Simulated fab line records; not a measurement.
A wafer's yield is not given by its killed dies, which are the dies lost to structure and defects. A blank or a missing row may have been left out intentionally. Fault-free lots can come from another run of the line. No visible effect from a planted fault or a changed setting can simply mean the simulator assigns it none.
A lot that was struck, set against a sound lot    flow sky130    18 steps out of a route of 708
Sound: wafers L566.1, L566.5, L566.6. Struck: wafers L559.4, L559.5. (L559.2 of the same lot was not struck and is left out.) The cause comes at the end.
Order at every step that has rows: each side's tool, ch and its chambers, its first start. Under that, the readings that differ: sound wafers    struck wafers    difference of the means    sigmas: that difference in standard deviations of wafers without a fault.
alike: words and numbers the same on both sides, and readings whose means are apart by under 2 such deviations; not compared: readings that were withheld, readings missing a value for some wafer, numbers with overlapping values and no deviation given by the record, and bounds like >300 which may hide the same value.
A row with sigmas, a row that says differs or no value, or rows on one side alone: a step with any of these is where the two part. When numbers do not overlap yet have no deviation, they are printed without sigmas and do not part them. Lack of a reading on every wafer of one side parts them only where that side has two or more wafers.

first, 1 step without rows for these wafers: SKY_VT_ADJUST_PCH_IMPLANT_08.
SKY_VT_ADJUST_PCH_STRIP_09: strips in O2/N2.
  sound on plasma asher-02 ch 0,1, day 17 10:20; struck on plasma asher-02 ch 0,1, day 15 22:54
  alike: drypump motor current A, oes product au, strip time to endpoint s
  not compared: rf hours counter h
SKY_VT_ADJUST_PCH_TW_MEAS_10:
  sound: film metro-03 at day 17 10:26; struck: film metro-02 at day 15 23:01
reading           sound              struck       difference  sigmas
VT_ADJUST_PCH_TW  141.9 141.6 142.1  144.1 145.2  +2.8        +3
then, 7 steps without rows for these wafers: SKY_SONOS_TUNNEL_DEHYDRATE_00 (time 60 s); SKY_SONOS_TUNNEL_HMDS_01 (prime time 60 s); SKY_SONOS_TUNNEL_COAT_02 (resist thk 1140 nm); SKY_SONOS_TUNNEL_SOFTBAKE_03 (time 60 s); SKY_SONOS_TUNNEL_EXPOSE_04 (exposes mask TUNM, target cd 410 nm); SKY_SONOS_TUNNEL_PEB_05; SKY_SONOS_TUNNEL_DEVELOP_06 (develop time 60 s).
SKY_SONOS_TUNNEL_CD_MEAS_07: target cd 410 nm.
  sound: cd sem-02 at day 18 15:47; struck: cd sem-01 at day 17 03:20
  alike: cd nm
SKY_SONOS_TUNNEL_OVL_MEAS_08:
  sound: overlay-02 at day 18 15:55; struck: overlay-01 at day 17 03:26
reading                sound        struck    difference  sigmas
SONOS_TUNNEL_OVL (nm)  1.1 2.7 4.0  -1.3 0.4  -3.1        -2
SKY_SONOS_TUNNEL_IMPLANT_09:
  sound on implanter-04 ch 0, day 18 15:56; struck on implanter-03 ch 0, day 17 03:29
reading             sound             struck     difference  sigmas
beam on s (s)       10.02 9.42 10.04  7.62 7.33  -2.35       -11
faraday current uA  5.61 5.94 5.60    7.42 7.68  +1.83       +15
then, 2 steps without rows for these wafers: SKY_SONOS_TUNNEL_WET_ETCH_10 (etches SiO2 in dHF, target depth 14 nm, time 280 s); SKY_SONOS_TUNNEL_STRIP_11 (strips in SPM, time 600 s).
SKY_SONOS_TUNNEL_TW_MEAS_12:
  sound: film metro-03 at day 18 16:22; struck: film metro-04 at day 17 03:53
reading          sound              struck       difference  sigmas
SONOS_TUNNEL_TW  195.0 195.0 195.3  182.7 184.8  -11.3       -10
then, 1 step without rows for these wafers: SKY_SONOS_TUNNEL_CLEAN_13 (cleans in dHF, time 20 s).
-- here the record skips 33 days between the struck wafers' starts before and after, leaving off in module SONOS_TUNNEL and picking up in module PAD_OPEN (first step shown: number 708 of the route) --
SKY_PAD_OPEN_PROBE_99:
  sound: prober-02 at day 50 20:49; struck: prober-01 at day 49 15:55
reading                                      sound                    struck           difference  sigmas
model.etest.sonos uncharged.r on ohm um      824.8 823.8 837.1        802.1 798.1      -28.5       
model.etest.sonos programmed.off log10 a um  -14.08 -14.04 -14.05     -13.78 -13.66    +0.34       
model.etest.sonos uncharged.vt v (V)         -0.4178 -0.4051 -0.4255  -0.4887 -0.4839  -0.0702     
  alike: killed_at_M0_to_M3, killed_at_M4_up, killed at contacts, killed at front end, killed at other, killed dies, killed open, killed short

WHERE THEY PART
At SKY_VT_ADJUST_PCH_TW_MEAS_10 first; at SKY_SONOS_TUNNEL_TW_MEAS_12 last (within this record only). Later steps at which nothing parts them and some readings are alike: SKY_PAD_OPEN_PROBE_99.

WHY: the cause the simulator had injected
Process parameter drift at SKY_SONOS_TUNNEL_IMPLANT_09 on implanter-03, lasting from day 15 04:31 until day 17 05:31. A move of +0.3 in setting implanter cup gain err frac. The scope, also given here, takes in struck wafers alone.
